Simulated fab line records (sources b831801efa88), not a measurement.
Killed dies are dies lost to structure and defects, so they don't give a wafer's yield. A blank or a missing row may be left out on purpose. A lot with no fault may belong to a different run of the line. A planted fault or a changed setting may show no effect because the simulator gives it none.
The tool behind it: which one? | flow gf180mcu | 11 lots with 33 wafers sampled at 3 steps, on a route of 602 steps

## WHAT THE GAUGES SHOWED, per wafer
GF_V1_RS_MEAS_24: a four-point-probe measurement.
lot  | measured     | on           | V1_W_RS (ohm/sq)
L191 | day 18 10:05 | filmMetro-04 | 0.331 0.322 0.331
L193 | day 19 07:16 | filmMetro-01 | 0.327 0.327 0.331
L196 | day 19 23:37 | filmMetro-01 | 0.333 0.332 0.325
L201 | day 22 01:11 | filmMetro-01 | 0.377 0.375 0.378
L203 | day 22 21:12 | filmMetro-02 | 0.380 0.384 0.381
L204 | day 23 09:08 | filmMetro-04 | 0.384 0.380 0.379
L206 | day 23 19:46 | filmMetro-04 | 0.333 0.321 0.320
L208 | day 24 12:19 | filmMetro-04 | 0.326 0.330 0.327
L212 | day 25 12:06 | filmMetro-04 | 0.325 0.325 0.328
L213 | day 25 21:55 | filmMetro-04 | 0.328 0.328 0.330
L214 | day 26 02:53 | filmMetro-02 | 0.325 0.329 0.324

## WHICH TOOL RAN EACH LOT (tool, then ch and the chambers of the sampled wafers, then the start)
lot  | GF_V1_SPUTTER_21            | GF_V1_CVD_23
L191 | pvdSputter-01, day 18 09:50 | cvdW-02 ch 0,1, day 18 09:59
L193 | pvdSputter-04, day 19 07:02 | cvdW-01 ch 0,1, day 19 07:08
L196 | pvdSputter-01, day 19 23:19 | cvdW-02 ch 0,1, day 19 23:27
L201 | pvdSputter-01, day 22 00:59 | cvdW-01 ch 0,1, day 22 01:05
L203 | pvdSputter-03, day 22 20:59 | cvdW-01 ch 0,1, day 22 21:05
L204 | pvdSputter-03, day 23 08:53 | cvdW-01 ch 0,1, day 23 08:59
L206 | pvdSputter-03, day 23 19:32 | cvdW-02 ch 0,1, day 23 19:38
L208 | pvdSputter-01, day 24 12:06 | cvdW-02 ch 0,1, day 24 12:12
L212 | pvdSputter-04, day 25 11:52 | cvdW-01 ch 0, day 25 11:58
L213 | pvdSputter-01, day 25 21:41 | cvdW-01 ch 0,1, day 25 21:47
L214 | pvdSputter-03, day 26 02:38 | cvdW-02 ch 0,1, day 26 02:47
- GF_V1_SPUTTER_21: material Ti, target thk 15 nm, time 80.02 s.
- GF_V1_CVD_23: deposits W, target thk 350 nm, time 105.05 s.

## THE ANSWER, worked out from the rows above alone
Rule: the usual values come from the lots themselves. The widest of any qualifying gaps counts: lots, ordered by their means at a reading, are off when they make up no more than a third of the lots, leave a main group of 4 or more, and stand apart from it by 3 or more times the standard deviation of that group's means. A main group whose means are all the same, to the digits that the tables above print for the reading, isn't used. Also off: a lot with no number at a reading for which 4 or more lots have one. The other lots that the step has rows for count as sound.
Off: at GF_V1_RS_MEAS_24 (V1_W_RS), L201, L203, L204. The main group has a mean of 0.327 ohm/sq with a standard deviation of 0.0016.
A tool fits if, at a process step before that reading, it ran every lot that is off, and no sound lot after the first of them. The gauges at GF_V1_RS_MEAS_24 are tried like those tools. Of those tried, none fits.

## WHAT THE SIMULATOR HAD PUT IN
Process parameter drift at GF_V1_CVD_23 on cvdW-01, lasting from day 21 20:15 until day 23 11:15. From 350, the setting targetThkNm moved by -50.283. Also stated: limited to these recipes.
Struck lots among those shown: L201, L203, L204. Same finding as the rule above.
